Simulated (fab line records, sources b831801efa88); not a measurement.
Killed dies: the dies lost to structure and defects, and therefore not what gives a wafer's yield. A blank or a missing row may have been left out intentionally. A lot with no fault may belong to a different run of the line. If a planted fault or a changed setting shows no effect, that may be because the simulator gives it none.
Comparing a struck lot with a sound one | flow sky130 | 37 steps out of a route of 708
Sound: the wafers L110.3, L110.4, L110.6. Wafers struck: L124.2, L124.4, L124.5. The cause is given at the end.
Each step with rows lists, per side, the tool, then ch with its chambers, then its first start. Under that, the readings that differ: sound wafers | struck wafers | difference of the means | sigmas: that difference in standard deviations of wafers without a fault.
alike: a reading whose means differ by less than 2 such deviations, as well as words and numbers matching on both sides. not compared: withheld readings; readings where some wafer has no value; bounds like >300 that might hide an equal value; numbers whose values overlap and for which the record gives no deviation.
The two part at a step that has a row with sigmas, a row that says differs or no value, or rows on one side only. Numbers that have no deviation but don't overlap get no sigmas and don't part them. A reading that every wafer of one side lacks parts them only if that side has two wafers or more.

first, 10 steps without rows for these wafers: SKY_LDD_LDN_SOFTBAKE_03 (time 60 s); SKY_LDD_LDN_EXPOSE_04 (exposes mask LDNTM, target cd 700 nm); SKY_LDD_LDN_PEB_05; SKY_LDD_LDN_DEVELOP_06 (develop time 60 s); SKY_LDD_LDN_IMPLANT_08; SKY_LDD_LDN_IMPLANT_09; SKY_LDD_LDN_IMPLANT_10; SKY_LDD_LDN_IMPLANT_11; SKY_LDD_LDN_STRIP_12 (strips in O2/N2); SKY_LDD_LDN_CLEAN_14 (cleans in SC1/SC2, time 150 s).
SKY_SPACER_CVD_00: deposits Si3N4 from DCS/NH3, target thk 43.1 nm, time 740 s.
  sound on lpcvd-02 ch 1, day 23 20:33; struck on lpcvd-02 ch 0, day 29 11:17
  reading                                  | sound                | struck               | difference | sigmas
  spike tc centre C (C)                    | 770.5 769.7 770.7    | 774.6 776.6 774.8    | +5.0       | +4
  spike tc lower C (C)                     | 772.5 770.5 771.7    | 775.3 775.6 773.3    | +3.2       | +2
  spike tc top C (C)                       | 784.3 783.0 786.4    | 792.6 790.7 791.0    | +6.9       | +5
  spike tc upper C (C)                     | 769.1 770.5 769.5    | 775.7 773.9 774.5    | +5.0       | +5
  susceptor temp C (C)                     | 769.26 770.04 769.74 | 775.24 775.31 775.27 | +5.59      | +19
  model.Si3N4_of_SPACER_CVD_00.thk nm (nm) | 43.06 42.78 42.59    | 47.02 47.4 47.32     | +4.44      |
  alike: spike tc bottom C
SKY_SPACER_THK_MEAS_01:
  sound on film metro-03, day 23 21:47; struck on film metro-04, day 29 12:44
  reading                | sound          | struck         | difference | sigmas
  SPACER_CVD_00_THK (nm) | 43.1 42.8 42.6 | 47.1 47.4 47.3 | +4.4       | +10
  not compared: hold
SKY_SPACER_ETCHBACK_02: etches Si3N4 in CH3F/O2, stops on SiO2, time 46.7 s, target depth 45 nm.
  sound on rie diel-02 ch 0,1, day 23 21:49; struck on rie diel-01 ch 0,1,3, day 29 18:17
  reading                  | sound                | struck                                                                     | difference                   | sigmas
  hold                     | - - -                | await dispo/5.5h/release await dispo/5.5h/release await dispo/5.5h/release | no value on the sound wafers |
  oes product au (a.u.)    | 0.856 0.850 0.846    | 0.898 0.897 0.896                                                          | +0.046                       | +7
  throttle valve pct (%)   | 10.557 10.562 10.559 | 10.578 10.586 10.575                                                       | +0.020                       | +2
  model.etch.depth nm (nm) | 43.06 42.78 42.59    | 47.02 47.4 47.32                                                           | +4.44                        |
  alike: O2_flow_sccm, bias w, drypump motor current A
  not compared: rf hours counter h
then, 22 steps without rows for these wafers: SKY_POLY_CUT_DEHYDRATE_00 (time 60 s); SKY_POLY_CUT_HMDS_01 (prime time 60 s); SKY_POLY_CUT_COAT_02 (resist thk 60 nm); SKY_POLY_CUT_COAT_03 (resist thk 450 nm); SKY_POLY_CUT_SOFTBAKE_04 (time 90 s); SKY_POLY_CUT_EXPOSE_05 (exposes mask NPCM, target cd 270 nm); SKY_POLY_CUT_PEB_06; SKY_POLY_CUT_DEVELOP_07 (develop time 60 s); SKY_POLY_CUT_ETCH_10 (etches BARC in N2/H2, stops on SiO2, time 45.9 s, target depth 60 nm); SKY_POLY_CUT_ETCH_11 (etches Si3N4 in CF4/CH2F2/Ar, stops on poly-Si, time 42.5 s, target depth 60 nm); SKY_POLY_CUT_STRIP_12 (strips in O2/N2); SKY_SD_P_DEHYDRATE_00 (time 60 s); SKY_SD_P_HMDS_01 (prime time 60 s); SKY_SD_P_COAT_02 (resist thk 1140 nm); SKY_SD_P_SOFTBAKE_03 (time 60 s); SKY_SD_P_EXPOSE_04 (exposes mask PSDM, target cd 380 nm); SKY_SD_P_PEB_05; SKY_SD_P_DEVELOP_06 (develop time 60 s); SKY_SD_P_IMPLANT_09; SKY_SD_P_STRIP_10 (strips in O2/N2); SKY_RES_XHIGH_DEHYDRATE_00 (time 60 s); SKY_RES_XHIGH_HMDS_01 (prime time 60 s).
-- the record jumps here: 4 days lie between the struck wafers' starts before and after (it left off in module RES_XHIGH and takes up again in module SALICIDE, whose first step shown is number 361 of the route) --
SKY_SALICIDE_CLEAN_00: cleans in HF-last, time 30 s.
  sound on wet bench-01 ch 1, day 28 18:20; struck on wet bench-01 ch 2, day 34 04:11
  reading                                  | sound             | struck            | difference | sigmas
  model.Si3N4_of_SPACER_CVD_00.thk nm (nm) | 42.08 41.81 41.61 | 46.03 46.41 46.33 | +4.42      |
-- the record jumps here: 16 days lie between the struck wafers' starts before and after (it left off in module SALICIDE and takes up again in module PAD_OPEN, whose first step shown is number 708 of the route) --
SKY_PAD_OPEN_PROBE_99:
  sound on prober-02, day 46 14:01; struck on prober-02, day 50 05:52
  reading                                    | sound                | struck              | difference | sigmas
  model.etest.sonos uncharged.r on ohm um    | 819.5 812.4 799.1    | 825.5 833.6 832.3   | +20.1      |
  model.etest.pfet_01v8_mvt.drive ua um      | 150.8 151.6 153.7    | 150.1 147.8 145.8   | -4.1       |
  model.etest.pfet_01v8.off log10 a um       | -9.72 -9.784 -9.508  | -10.1 -10.19 -10.31 | -0.5       |
  model.etest.sram pfet latch.off log10 a um | -13.08 -12.76 -12.38 | -13.16 -13.36 -13.2 | -0.50      |
  alike: killed_at_M0_to_M3, killed_at_M4_up, killed at contacts, killed at front end, killed at other, killed dies, killed open, killed short
  not compared: model.etest.pfet_01v8.r on ohm um, model.etest.pfet_01v8.drive ua um, model.etest.pfet_01v8_hvt.drive ua um, model.etest.sram pfet latch.drive ua um

== WHERE THEY PART ==
Earliest at SKY_SPACER_CVD_00; latest, in this record, at SKY_SPACER_ETCHBACK_02. Later steps at which nothing parts them and some readings are alike: SKY_PAD_OPEN_PROBE_99.

WHY: whatever the simulator had introduced
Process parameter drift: lpcvd-02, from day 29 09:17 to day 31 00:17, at SKY_SPACER_CVD_00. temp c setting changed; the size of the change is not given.
